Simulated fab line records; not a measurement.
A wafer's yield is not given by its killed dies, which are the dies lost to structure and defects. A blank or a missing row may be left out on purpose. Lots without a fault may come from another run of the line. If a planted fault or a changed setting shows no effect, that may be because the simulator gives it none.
fab line records ; flow sky130
record: lots: 6; wafers: 18; last-day: 50
route steps=708 shown LDD_N@239 LDD_P@255 PAD_OPEN@708
lots with no fault: from the same line, run without faults
start-h: hours from the record's opening day to when the first of the lot's shown wafers began ; wait-h: time in hours since the lot's previous step ; " repeats the value in the row above ; L1.1+2: one row covering several wafers at once ; - either no value or no given start ; * or withheld: withheld ; < > ~ a bound
route shown NAME@n: names a module that has steps shown in the file, with the first one's number in the route ; usual: the fault-free wafers' mean and standard deviation ; same: alike in all rows ; chamber/n: place in a boat ; sites: the reading at each site ; _std_site: standard deviation across them ; _edge_site: the outer-site mean with the inner-site mean subtracted ; radius-mm: how far each site lies from the wafer's centre ; mask NAME#n: copy n ; behind: tool/chamber where the wafer was last shaped ; hold: what put the lot on hold/how long, in hours/how the hold closed ; device: which transistor (n, p or np) failed to switch ; end of line: the route-end tests of the same wafers ; for a step that has no rows: nothing shown but its recipe ; killed: the dies lost at the first sort to structure and to defects; this is not the yield of the wafer ; map: the dies of a wafer, with x for killed, . for not killed, _ for no die there
set.NAME: the setting the step ran with; set.NAME@STEP: the setting that earlier step ran with ; model.NAME: the simulator's own value behind a step, which no gauge read
lots seen at some steps along the route; tables by step, rows by wafer
services: a tool's chamber out of use, with start hour (start-h, from the record's first day; less than 0 if before it), hours out, and reason
== steps ==
step: SKY_LDD_N_COAT_02
recipe: resist: NOVOLAK; spin-rpm: 3000; resist-thk-nm: 300
step: SKY_LDD_N_SOFTBAKE_03
recipe: temp-c: 90; time-s: 60; resist: NOVOLAK
step: SKY_LDD_N_EXPOSE_04
recipe: mask-id: NTM; target-cd-nm: 840; na: 0.6; source-shape: conventional; sigma-outer: 0.6; dose-mj: 110
step: SKY_LDD_N_PEB_05
recipe: temp-c: withheld; time-s: *; resist: NOVOLAK
step: SKY_LDD_N_DEVELOP_06
recipe: develop-time-s: 60; dev-temp-c: 23
step: SKY_LDD_N_OVL_MEAS_07
usual: LDD_N_OVL: 0.4/1.5
lot.wafer;tool;chamber;start-h;wait-h;LDD_N_OVL[nm]
L415.2;overlay-01;-;387.39;0.1;0.8
L415.4;overlay-01;-;387.39;0.1;-1.2
L415.6;overlay-01;-;387.39;0.1;-0.3
L420.2;overlay-01;-;443.94;0.1;-1.0
L420.5;overlay-01;-;443.94;0.1;-0.7
L420.6;overlay-01;-;443.94;0.1;-0.9
L426.1;overlay-02;-;502.19;0.1;-1.8
L426.3;overlay-02;-;502.19;0.1;-1.6
L426.4;overlay-02;-;502.19;0.1;-3.2
L428.2;overlay-01;-;515.79;0.1;0.1
L428.4;overlay-01;-;515.79;0.1;0.1
L428.5;overlay-01;-;515.79;0.1;2.0
L429.1;overlay-02;-;517.29;0.1;1.4
L429.5;overlay-02;-;517.29;0.1;0.9
L429.6;overlay-02;-;517.29;0.1;2.2
L434.1;overlay-01;-;577.99;0.1;0.1
L434.2;overlay-01;-;577.99;0.1;0.2
L434.3;overlay-01;-;577.99;0.1;1.4
step: SKY_LDD_N_IMPLANT_08
recipe: species: As; energy-kev: 20; dose-cm2: 7.5e+13; tilt-deg: withheld; rotation-deg: 23
step: SKY_LDD_N_IMPLANT_09
recipe: species: As; energy-kev: 20; dose-cm2: 7.577e+13; tilt-deg: withheld; rotation-deg: 113
step: SKY_LDD_N_IMPLANT_10
recipe: species: As; energy-kev: 20; dose-cm2: 7.5e+13; tilt-deg: withheld; rotation-deg: 203
step: SKY_LDD_N_IMPLANT_11
recipe: species: As; energy-kev: 20; dose-cm2: 7.5e+13; tilt-deg: withheld; rotation-deg: 293
step: SKY_LDD_N_IMPLANT_12
recipe: species: BF2; energy-kev: 50; dose-cm2: 5e+12; tilt-deg: 30; rotation-deg: 0
step: SKY_LDD_N_IMPLANT_13
recipe: species: BF2; energy-kev: 50; dose-cm2: 5e+12; tilt-deg: 30; rotation-deg: 90
step: SKY_LDD_N_IMPLANT_14
recipe: species: BF2; energy-kev: 50; dose-cm2: 5e+12; tilt-deg: 30; rotation-deg: 180
usual: dose-ions-cm2: 5e+12/5.5e+09; faraday-current-uA: 28.2/0.59; rotation-deg: 180.00/0.033; tilt-deg: 29.999/0.019
lot.wafer;tool;chamber;start-h;wait-h;dose-ions-cm2;faraday-current-uA;rotation-deg;tilt-deg
L415.2;implanter-01;0;388.35;0.1;5e+12;27.8;179.99;30.014
L415.4;implanter-01;0;388.35;0.1;5e+12;28.3;179.97;29.983
L415.6;implanter-01;0;388.35;0.1;5.006e+12;27.2;180.00;29.965
L420.2;implanter-03;0;444.90;0.1;4.998e+12;27.5;179.99;29.992
L420.5;implanter-03;0;444.90;0.1;5.002e+12;28.5;180.01;30.035
L420.6;implanter-03;0;444.90;0.1;4.998e+12;28.4;179.99;30.001
L426.1;implanter-03;0;503.12;0.1;5.2343e+13;304.1;179.96;29.987
L426.3;implanter-03;0;503.12;0.1;5.2347e+13;298.0;180.01;29.990
L426.4;implanter-03;0;503.12;0.1;5.2354e+13;293.5;180.00;30.017
L428.2;implanter-03;0;516.74;0.1;5.2361e+13;290.5;180.02;29.995
L428.4;implanter-03;0;516.74;0.1;5.2353e+13;291.3;180.05;29.980
L428.5;implanter-03;0;516.74;0.1;5.2354e+13;305.2;180.05;30.008
L429.1;implanter-02;0;518.22;0.1;4.998e+12;27.7;180.01;29.986
L429.5;implanter-02;0;518.22;0.1;4.983e+12;28.5;180.01;30.007
L429.6;implanter-02;0;518.22;0.1;4.986e+12;29.2;180.02;29.976
L434.1;implanter-02;0;578.92;0.1;5e+12;28.3;179.96;29.996
L434.2;implanter-02;0;578.92;0.1;5.001e+12;27.9;180.01;29.989
L434.3;implanter-02;0;578.92;0.1;4.992e+12;28.6;180.03;29.995
step: SKY_LDD_N_IMPLANT_15
recipe: species: BF2; energy-kev: 50; dose-cm2: 5e+12; tilt-deg: 30; rotation-deg: 270
step: SKY_LDD_N_STRIP_16
recipe: chemistry: O2/N2; power-w: 1400; pressure-mtorr: 1500; platen-temp-c: withheld; o2-flow-sccm: 3000; n2-flow-sccm: 300; overash-fraction: 0.5
usual: drypump-motor-current-A: 5.94/0.2; oes-product-au: 0.406/0.0045; strip-time-to-endpoint-s: 4.319/0.014
lot.wafer;tool;chamber;start-h;wait-h;drypump-motor-current-A;oes-product-au;rf-hours-counter-h;strip-time-to-endpoint-s
L415.2;plasma-asher-01;0;388.62;0.1;6.09;0.410;56;4.305
L415.4;plasma-asher-01;0;388.62;0.1;6.08;0.407;-;4.335
L415.6;plasma-asher-01;0;388.62;0.1;6.08;0.408;-;4.339
L420.2;plasma-asher-01;1;445.17;0.1;5.69;0.411;63;4.315
L420.5;plasma-asher-01;1;445.17;0.1;5.68;0.405;-;4.307
L420.6;plasma-asher-01;0;445.17;0.1;6.08;0.403;-;4.309
L426.1;plasma-asher-04;0;503.42;0.1;6.26;0.407;39;4.419
L426.3;plasma-asher-04;1;503.42;0.1;5.78;0.396;-;4.435
L426.4;plasma-asher-04;0;503.42;0.1;6.26;0.412;-;4.423
L428.2;plasma-asher-01;1;517.02;0.1;5.70;0.402;68;4.442
L428.4;plasma-asher-01;1;517.02;0.1;5.71;0.400;-;4.442
L428.5;plasma-asher-01;0;517.02;0.1;6.08;0.398;-;4.439
L429.1;plasma-asher-01;0;518.52;0.1;6.07;0.411;68;4.321
L429.5;plasma-asher-01;0;518.52;0.1;6.09;0.411;-;4.287
L429.6;plasma-asher-01;1;518.52;0.1;5.72;0.408;-;4.328
L434.1;plasma-asher-02;1;579.22;0.1;5.73;0.407;89;4.340
L434.2;plasma-asher-02;0;579.22;0.1;6.06;0.401;89;4.329
L434.3;plasma-asher-02;1;579.22;0.1;5.73;0.406;-;4.331
step: SKY_LDD_N_TW_MEAS_17
usual: LDD_N_TW: 2610/31
lot.wafer;tool;chamber;start-h;wait-h;LDD_N_TW
L415.2;film-metro-01;-;388.73;0.1;2575
L415.4;film-metro-01;-;388.73;0.1;2564
L415.6;film-metro-01;-;388.73;0.1;2549
L420.2;film-metro-02;-;445.28;0.1;2628
L420.5;film-metro-02;-;445.28;0.1;2639
L420.6;film-metro-02;-;445.28;0.1;2631
L426.1;film-metro-04;-;503.52;0.1;2684
L426.3;film-metro-04;-;503.52;0.1;2704
L426.4;film-metro-04;-;503.52;0.1;2688
L428.2;film-metro-04;-;517.13;0.1;2698
L428.4;film-metro-04;-;517.13;0.1;2706
L428.5;film-metro-04;-;517.13;0.1;2694
L429.1;film-metro-01;-;518.62;0.1;2577
L429.5;film-metro-01;-;518.62;0.1;2581
L429.6;film-metro-01;-;518.62;0.1;2568
L434.1;film-metro-01;-;579.32;0.1;2569
L434.2;film-metro-01;-;579.32;0.1;2567
L434.3;film-metro-01;-;579.32;0.1;2569
step: SKY_LDD_P_DEHYDRATE_00
recipe: temp-c: 200; time-s: 60
step: SKY_PAD_OPEN_PROBE_99
usual: killed_at_M0_to_M3: 43/7.3; killed_at_M4_up: 3.1/1.7; killed-at-contacts: 24/4.7; killed-at-front-end: 15/4.6; killed-at-other: 0.3/0.55; killed-dies: 86/9.7; killed-open: 47/6.7; killed-short: 39/6.5
same: gross-dies: 492; killed-at-back-side: 0
lot.wafer;tool;chamber;start-h;wait-h;killed_at_M0_to_M3;killed_at_M4_up;killed-at-contacts;killed-at-front-end;killed-at-other;killed-dies;killed-open;killed-short;model.etest.nfet_01v8.r-on-ohm-um;model.etest.nfet_01v8_lvt.drive-ua-um;model.etest.nfet_01v8_swapped.drive-ua-um;model.etest.nfet_01v8.drive-ua-um;model.etest.sram-nfet-pass.drive-ua-um;model.etest.nfet_01v8_turned.drive-ua-um;model.etest.tip-n.rs-ohm-sq;model.etest.res-ndiff.line-ohm-um
L415.2;prober-01;-;1059.61;0.1;42;3;31;27;0;103;55;48;842.9;573.2;507;499;481.4;505.1;441.6;780.6
L415.4;prober-01;-;1059.71;0.2;45;4;27;23;0;99;50;49;844.3;574.3;504.4;505.3;477;504.5;441.3;806.8
L415.6;prober-01;-;1059.81;0.2;38;1;31;8;1;79;41;38;853.1;566.7;498;494.8;476.2;494;441.7;794.5
L420.2;prober-02;-;1100.80;0.1;53;2;28;20;0;103;59;44;842.2;568.3;499.7;495.7;480.8;502.9;437.5;769.7
L420.5;prober-02;-;1100.95;0.2;53;8;25;24;1;111;60;51;847.3;566;492.2;495.7;494.2;496.9;436.1;758.1
L420.6;prober-02;-;1101.00;0.2;38;2;22;13;0;75;43;32;839.7;562.6;498.9;494.5;495.1;494.9;433.9;766
L426.1;prober-02;-;1137.20;0.1;44;2;19;13;2;80;40;40;1279;263.3;232.1;239.5;229.4;356.3;526.9;807.7
L426.3;prober-02;-;1137.30;0.2;42;3;25;12;0;82;45;37;1244;272;242.1;248;249.2;367.9;521.8;802.5
L426.4;prober-02;-;1137.35;0.2;42;3;16;12;1;74;37;37;1196;282.4;256.2;259.1;248.3;378.5;524.2;811
L428.2;prober-01;-;1145.65;0.1;42;4;23;15;0;84;41;43;1174;289.9;269.6;264.9;261.3;374.7;514.5;785.2
L428.4;prober-01;-;1145.75;0.2;45;6;23;15;0;89;46;43;1226;277.7;254.7;253;253.6;362.1;516.8;783.8
L428.5;prober-01;-;1145.80;0.2;42;6;27;13;0;88;39;49;1196;283.9;263.5;258.7;262.8;371.1;516.9;789.5
L429.1;prober-01;-;1147.92;0.1;43;2;23;15;0;83;42;41;824.2;579.5;509.4;505.1;511.4;504.4;444.7;772.1
L429.5;prober-01;-;1148.12;0.2;52;4;24;19;0;99;46;53;808.9;592.8;516.4;514.2;483.4;518.2;447.7;782.7
L429.6;prober-01;-;1148.17;0.2;32;0;23;20;0;75;41;34;827.5;574.2;505.9;503.1;504.1;504.7;446.3;782.8
L434.1;prober-02;-;1195.26;0.1;32;2;18;15;0;67;36;31;848;558.7;489.7;488.5;488;488.9;438.6;748.9
L434.2;prober-02;-;1195.31;0.1;40;4;19;13;0;76;44;32;819;579.6;511.7;511.6;513;506.6;439.6;768.3
L434.3;prober-02;-;1195.36;0.2;45;3;31;10;1;90;48;42;847.6;558.8;491.4;491.5;485.1;495;441.8;761.7
killed by level:class
L415.2 CONTACT:geometric-particle:open=17 METAL2:geometric-particle:short=9 POLY_GATE:geometric-particle:short=7 VIA3:geometric-particle:open=7 VIA1:geometric-particle:open=7 LI_CONTACT:geometric-particle:open=6 METAL1:geometric-particle:short=6 POLY_GATE:geometric-particle:open=5
L415.4 CONTACT:geometric-particle:open=11 POLY_GATE:geometric-particle:short=9 VIA1:geometric-particle:open=8 LI_CONTACT:geometric-particle:open=7 VIA1:geometric-particle:short=7 METAL2:geometric-particle:short=7 VIA2:geometric-particle:open=6 FIELD_ISO:geometric-particle:short=5
L415.6 LI_CONTACT:geometric-particle:open=10 VIA1:geometric-particle:open=10 CONTACT:geometric-particle:open=9 METAL1:geometric-particle:short=7 VIA3:geometric-particle:open=6 VIA1:geometric-particle:short=6 CONTACT:geometric-particle:short=5 LI_CONTACT:geometric-particle:short=4
L420.2 LI_CONTACT:geometric-particle:open=11 FIELD_ISO:geometric-particle:open=10 METAL1:geometric-particle:short=10 VIA1:geometric-particle:open=10 VIA2:geometric-particle:open=9 CONTACT:geometric-particle:open=6 CONTACT:geometric-particle:short=5 VIA1:geometric-particle:short=5
L420.5 VIA1:geometric-particle:open=16 CONTACT:geometric-particle:open=9 VIA3:geometric-particle:open=9 FIELD_ISO:geometric-particle:short=7 LI_CONTACT:geometric-particle:open=7 VIA2:geometric-particle:open=7 METAL1:geometric-particle:short=7 METAL4:geometric-particle:short=7
L420.6 VIA1:geometric-particle:open=12 VIA2:geometric-particle:open=8 CONTACT:geometric-particle:open=7 POLY_GATE:geometric-particle:short=6 LI_CONTACT:geometric-particle:open=6 VIA1:geometric-particle:short=5 VIA3:geometric-particle:open=4 LI_CONTACT:geometric-particle:short=3
L426.1 METAL2:geometric-particle:short=10 LI_CONTACT:geometric-particle:open=7 VIA1:geometric-particle:open=7 CONTACT:geometric-particle:open=6 METAL1:geometric-particle:short=6 VIA1:geometric-particle:short=6 POLY_GATE:geometric-particle:open=5 VIA3:geometric-particle:open=5
L426.3 CONTACT:geometric-particle:open=8 VIA1:geometric-particle:open=8 LI_CONTACT:geometric-particle:open=6 METAL2:geometric-particle:short=6 VIA2:geometric-particle:open=6 FIELD_ISO:geometric-particle:short=5 VIA3:geometric-particle:open=5 METAL3:geometric-particle:short=5
L426.4 VIA1:geometric-particle:open=7 FIELD_ISO:geometric-particle:short=6 METAL1:geometric-particle:short=6 VIA3:geometric-particle:open=5 CONTACT:geometric-particle:open=5 VIA1:geometric-particle:short=5 VIA2:geometric-particle:open=5 LI_CONTACT:geometric-particle:open=4
L428.2 LOCAL_INTERCONNECT:geometric-particle:short=9 VIA1:geometric-particle:open=9 VIA2:geometric-particle:open=6 VIA1:geometric-particle:short=5 METAL2:geometric-particle:short=5 LI_CONTACT:geometric-particle:open=5 VIA3:geometric-particle:open=5 METAL3:geometric-particle:short=5
L428.4 VIA1:geometric-particle:open=10 LI_CONTACT:geometric-particle:open=8 METAL1:geometric-particle:short=8 POLY_GATE:geometric-particle:open=7 VIA3:geometric-particle:open=6 CONTACT:geometric-particle:open=5 VIA1:geometric-particle:short=5 LOCAL_INTERCONNECT:geometric-particle:short=4
L428.5 VIA1:geometric-particle:open=13 METAL1:geometric-particle:short=8 CONTACT:geometric-particle:short=7 FIELD_ISO:geometric-particle:short=6 LI_CONTACT:geometric-particle:open=6 LOCAL_INTERCONNECT:geometric-particle:short=6 POLY_GATE:geometric-particle:short=5 CONTACT:geometric-particle:open=5
L429.1 VIA1:geometric-particle:open=9 LI_CONTACT:geometric-particle:open=8 VIA2:geometric-particle:short=8 CONTACT:geometric-particle:short=6 METAL2:geometric-particle:short=6 VIA2:geometric-particle:open=6 FIELD_ISO:geometric-particle:open=5 VIA3:geometric-particle:open=5
L429.5 LI_CONTACT:geometric-particle:open=9 VIA1:geometric-particle:open=8 METAL2:geometric-particle:short=8 VIA3:geometric-particle:open=7 FIELD_ISO:geometric-particle:short=6 LOCAL_INTERCONNECT:geometric-particle:short=6 POLY_GATE:geometric-particle:short=5 VIA1:geometric-particle:short=5
L429.6 VIA1:geometric-particle:open=9 LI_CONTACT:geometric-particle:open=8 CONTACT:geometric-particle:open=7 POLY_GATE:geometric-particle:short=6 POLY_GATE:geometric-particle:open=5 CONTACT:geometric-particle:short=5 METAL2:geometric-particle:short=5 VIA2:geometric-particle:short=4
L434.1 CONTACT:geometric-particle:open=7 LI_CONTACT:geometric-particle:open=6 METAL1:geometric-particle:short=6 FIELD_ISO:geometric-particle:short=5 VIA1:geometric-particle:open=5 FIELD_ISO:geometric-particle:open=4 VIA1:geometric-particle:short=4 VIA3:geometric-particle:open=4
L434.2 CONTACT:geometric-particle:open=11 VIA1:geometric-particle:open=9 METAL2:geometric-particle:short=7 METAL1:geometric-particle:short=6 VIA3:geometric-particle:open=5 FIELD_ISO:geometric-particle:open=4 FIELD_ISO:geometric-particle:short=4 LI_CONTACT:geometric-particle:open=4
L434.3 CONTACT:geometric-particle:open=11 VIA2:geometric-particle:open=9 VIA1:geometric-particle:open=9 FIELD_ISO:geometric-particle:short=5 VIA3:geometric-particle:open=5 LI_CONTACT:geometric-particle:open=5 LOCAL_INTERCONNECT:geometric-particle:short=5 VIA1:geometric-particle:short=5
== services ==
tool;chamber;start-h;hours;kind
implanter-02;-;404.12;2.0;repair
implanter-01;-;436.56;1.7;repair
implanter-02;-;457.42;5.1;repair
implanter-03;-;467.11;4.3;pm
plasma-asher-01;-;473.55;14.6;pm
implanter-01;-;491.23;2.4;repair
plasma-asher-01;-;493.69;4.0;repair
implanter-02;-;568.28;1.3;repair
implanter-01;-;569.35;106.0;repair
implanter-03;-;569.65;1.9;repair
== key ==
first-sign: step: SKY_LDD_N_IMPLANT_14; reading: dose-ions-cm2; direction: up; sigmas: 99+; usual: *; struck: *
effect: step: SKY_LDD_N_IMPLANT_14; reading: faraday-current-uA; direction: up; sigmas: 99+; usual: 28.2; struck: 297.1
effect: step: SKY_LDD_N_STRIP_16; reading: strip-time-to-endpoint-s; direction: up; sigmas: 8.5; usual: *; struck: *
effect: step: SKY_LDD_N_TW_MEAS_17; reading: LDD_N_TW; direction: up; sigmas: 2.8; usual: 2610; struck: 2695
model-effect: step: SKY_PAD_OPEN_PROBE_99; value: etest.nfet_01v8.r-on-ohm-um; without: 840.2; struck: 1219
met-at SKY_LDD_N_IMPLANT_14
struck-wafers L426.1,L426.3,L426.4,L428.2,L428.4,L428.5
tester-left-out L426,L428
onset-between 444.90 503.12
fault: kind: process-parameter-drift; tool: implanter-03; chamber: -; onset-h: 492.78; steps: SKY_LDD_N_IMPLANT_14; channel: dose-cm2; offset: *; shape: step; end-h: 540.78; acts-in: *; stated: *
tester-left-out: of these lots the tester's yield and bins aren't shown, on N5 and GAA mostly nor the transistor test; their killed dies are dies lost to structure and defects alone, not to doping, threshold or leakage, so they don't give the yield
